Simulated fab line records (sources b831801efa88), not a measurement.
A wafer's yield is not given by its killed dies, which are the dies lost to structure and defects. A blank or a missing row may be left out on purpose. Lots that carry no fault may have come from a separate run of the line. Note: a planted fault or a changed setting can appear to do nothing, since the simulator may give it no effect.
Which tool is to blame?    flow sky130    11 lots, 33 wafers sampled, at 6 steps of a route of 708

WHAT THE GAUGES SHOWED, per wafer
SKY_GATE_OXIDE_THK_MEAS_02. Usual: GATE_OXIDE_OXIDATION_00_THK 10.28 nm, standard deviation 0.18.
lot   measured      on             GATE_OXIDE_OXIDATION_00_THK (nm)  flag
L403  day 12 18:53  film-metro-02  9.91 10.13 10.01                  
L406  day 13 16:49  film-metro-04  10.10 9.99 10.04                  
L407  day 14 07:40  film-metro-04  10.29 10.30 10.36                 
L408  day 14 17:37  film-metro-02  10.37 10.28 10.44                 
L410  day 15 01:31  film-metro-01  10.32 10.31 10.28                 
L416  day 17 10:26  film-metro-02  9.98 10.23 10.13                  
L418  day 17 15:55  film-metro-02  10.21 10.26 10.49                 
L419  day 18 02:55  film-metro-02  10.43 10.46 10.41                 
L422  day 19 07:01  film-metro-01  10.60 10.58 10.55                 
L424  day 19 23:47  film-metro-02  9.84 9.97 9.95                    
L426  day 20 13:20  film-metro-02  10.35 10.32 10.36                 

SKY_GATE_OXIDE_OVL_MEAS_10. Usual: GATE_OXIDE_OVL 0.6 nm, standard deviation 1.7.
lot   measured      on          GATE_OXIDE_OVL (nm)  flag
L403  day 13 19:25  overlay-01  -0.5 -0.9 -1.2       
L406  day 14 19:02  overlay-01  1.1 -0.4 2.8         
L407  day 15 10:41  overlay-02  2.5 0.5 2.0          
L408  day 15 21:08  overlay-01  -1.1 0.1 1.4         
L410  day 16 05:07  overlay-01  0.5 -3.0 -0.5        
L416  day 18 15:16  overlay-02  4.2 1.8 2.4          
L418  day 18 22:02  overlay-02  1.0 -1.5 -1.0        
L419  day 19 09:02  overlay-01  1.8 1.2 -0.5         
L422  day 20 13:29  overlay-02  -0.9 0.3 -2.8        
L424  day 21 06:44  overlay-02  -0.6 0.1 -1.6        
L426  day 21 20:17  overlay-02  3.0 1.2 2.0          

SKY_RES_PROTECT_TW_MEAS_08. Usual: POLY_GATE_TW 4050, standard deviation 33.
lot   measured      on             POLY_GATE_TW    flag
L403  day 15 02:31  film-metro-04  4070 4075 4074  
L406  day 16 03:20  film-metro-04  4045 4071 4058  
L407  day 16 18:56  film-metro-01  4001 3997 3996  
L408  day 17 05:07  film-metro-03  4086 4064 4081  
L410  day 17 13:44  film-metro-04  4062 4066 4042  
L416  day 20 02:14  film-metro-01  4005 4011 4007  
L418  day 20 09:41  film-metro-03  4095 4073 4092  
L419  day 20 19:16  film-metro-04  4023 4030 4017  
L422  day 21 23:39  film-metro-03  4078 4060 4098  
L424  day 22 15:47  film-metro-04  4041 4045 4044  
L426  day 23 05:43  film-metro-03  4085 4066 4070  

SKY_LDD_N_TW_MEAS_17. Usual: LDD_N_TW 2588, standard deviation 29.
lot   measured      on             LDD_N_TW        flag
L403  day 17 16:52  film-metro-02  2557 2563 2547  
L406  day 18 21:33  film-metro-01  2562 2563 2553  
L407  day 19 15:11  film-metro-03  2634 2648 2634  
L408  day 19 23:01  film-metro-03  2635 2637 2637  
L410  day 20 08:46  film-metro-01  2555 2561 2560  
L416  day 22 19:23  film-metro-02  3041 3023 3031  OFF
L418  day 23 04:01  film-metro-03  3087 3090 3091  OFF
L419  day 23 14:10  film-metro-03  2616 2617 2612  
L422  day 24 17:01  film-metro-01  2567 2547 2573  
L424  day 25 09:04  film-metro-02  2551 2557 2565  
L426  day 25 20:46  film-metro-01  2575 2558 2559  

WHICH TOOL RAN EACH LOT (tool, then ch and the chambers of the sampled wafers, then the start)
lot   SKY_LDD_N_IMPLANT_08             SKY_LDD_N_STRIP_16
L403  implanter-01 ch 0, day 17 15:34  plasma-asher-04 ch 0,1, day 17 16:46
L406  implanter-01 ch 0, day 18 20:16  plasma-asher-01 ch 0,1, day 18 21:26
L407  implanter-04 ch 0, day 19 13:53  plasma-asher-04 ch 0,1, day 19 15:05
L408  implanter-02 ch 0, day 19 21:44  plasma-asher-01 ch 0,1, day 19 22:56
L410  implanter-01 ch 0, day 20 07:29  plasma-asher-01 ch 0,1, day 20 08:40
L416  implanter-04 ch 0, day 22 18:05  plasma-asher-04 ch 0,1, day 22 19:17
L418  implanter-04 ch 0, day 23 02:43  plasma-asher-02 ch 0,1, day 23 03:55
L419  implanter-01 ch 0, day 23 12:52  plasma-asher-04 ch 0,1, day 23 14:04
L422  implanter-01 ch 0, day 24 15:44  plasma-asher-01 ch 0,1, day 24 16:56
L424  implanter-01 ch 0, day 25 07:46  plasma-asher-01 ch 0,1, day 25 08:58
L426  implanter-02 ch 0, day 25 19:28  plasma-asher-04 ch 0,1, day 25 20:40
- SKY_LDD_N_IMPLANT_08
- SKY_LDD_N_STRIP_16: strips in O2/N2.

WHAT THE TOOLS THEMSELVES READ (means of the sampled wafers that have a number; where no wafer has one, the mark that the record gives instead)
SKY_LDD_N_IMPLANT_08. Usual: beam-on-s 10.01 s, standard deviation 0.24; dose-ions-cm2 7.499e+13, standard deviation 8.9e+10; faraday-current-uA 422, standard deviation 9.9.
lot   tool          beam-on-s (s)  dose-ions-cm2  faraday-current-uA  flag
L403  implanter-01  9.98           7.498e+13      423                 
L406  implanter-01  9.98           7.517e+13      423                 
L407  implanter-04  10.01          7.510e+13      421                 
L408  implanter-02  10.05          7.494e+13      421                 
L410  implanter-01  9.85           7.494e+13      429                 
L416  implanter-04  87.70          9.338e+14      600                 OFF
L418  implanter-04  86.31          9.338e+14      612                 OFF
L419  implanter-01  9.95           7.503e+13      424                 
L422  implanter-01  10.14          7.495e+13      418                 
L424  implanter-01  9.92           7.510e+13      426                 
L426  implanter-02  10.19          7.498e+13      416                 

SKY_LDD_N_STRIP_16. Usual: drypump-motor-current-A 6.06 A, standard deviation 0.2; oes-product-au 0.407 a.u., standard deviation 0.0044; strip-time-to-endpoint-s 4.310 s, standard deviation 0.014.
lot   tool             drypump-motor-current-A (A)  oes-product-au (a.u.)  strip-time-to-endpoint-s (s)  flag
L403  plasma-asher-04  5.94                         0.407                  4.326                         
L406  plasma-asher-01  6.18                         0.409                  4.309                         
L407  plasma-asher-04  5.80                         0.411                  4.328                         
L408  plasma-asher-01  6.21                         0.411                  4.303                         
L410  plasma-asher-01  6.18                         0.406                  4.315                         
L416  plasma-asher-04  5.80                         0.402                  5.999                         OFF
L418  plasma-asher-02  6.09                         0.402                  5.982                         OFF
L419  plasma-asher-04  5.95                         0.407                  4.321                         
L422  plasma-asher-01  6.19                         0.404                  4.300                         
L424  plasma-asher-01  6.18                         0.406                  4.303                         
L426  plasma-asher-04  5.80                         0.405                  4.319                         

THE ANSWER, worked out from the rows above alone
Rule: a lot counts as off when the mean over its wafers that have a number is more than 3 standard deviations away from the usual mean. Also off: a lot with no number at a reading for which 4 or more lots have one. Any other lot the step has rows for is counted as sound. First the gauges in route order, then the tools' own readings, where a lot's mean is used as printed above. At the first step where some lot is off, the reading lying furthest off is the one used; lots without a number count as furthest.
Off: L416, L418, seen at SKY_LDD_N_TW_MEAS_17 (LDD_N_TW).
If a tool, at a process step before that reading, ran all the lots that are off and no sound lot after the first of them, it fits. The gauges at SKY_LDD_N_TW_MEAS_17 aren't tried: what is off there is off at SKY_LDD_N_IMPLANT_08 too, on other tools, and a gauge's error can't cause that. One fits: implanter-04 at SKY_LDD_N_IMPLANT_08. Its last sound lot is L407 (day 19 13:53), its first lot that is off L416 (day 22 18:05): a fault that began between those two fits.
The tool's own readings at SKY_LDD_N_IMPLANT_08 bear it out: on the lots that are off they differ by more than 5 times the standard deviation of the sound lots' means. beam-on-s reads 87.00 s there against 10.01 s on the sound lots; dose-ions-cm2 reads 9.338e+14 there against 7.502e+13 on the sound lots; faraday-current-uA reads 606 there against 422 on the sound lots.

WHAT THE SIMULATOR PUT IN
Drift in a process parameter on implanter-04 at SKY_LDD_N_IMPLANT_08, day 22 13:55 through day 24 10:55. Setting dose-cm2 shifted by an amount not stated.
Shown lots that were struck: L416, L418. The same result came from the rule above.
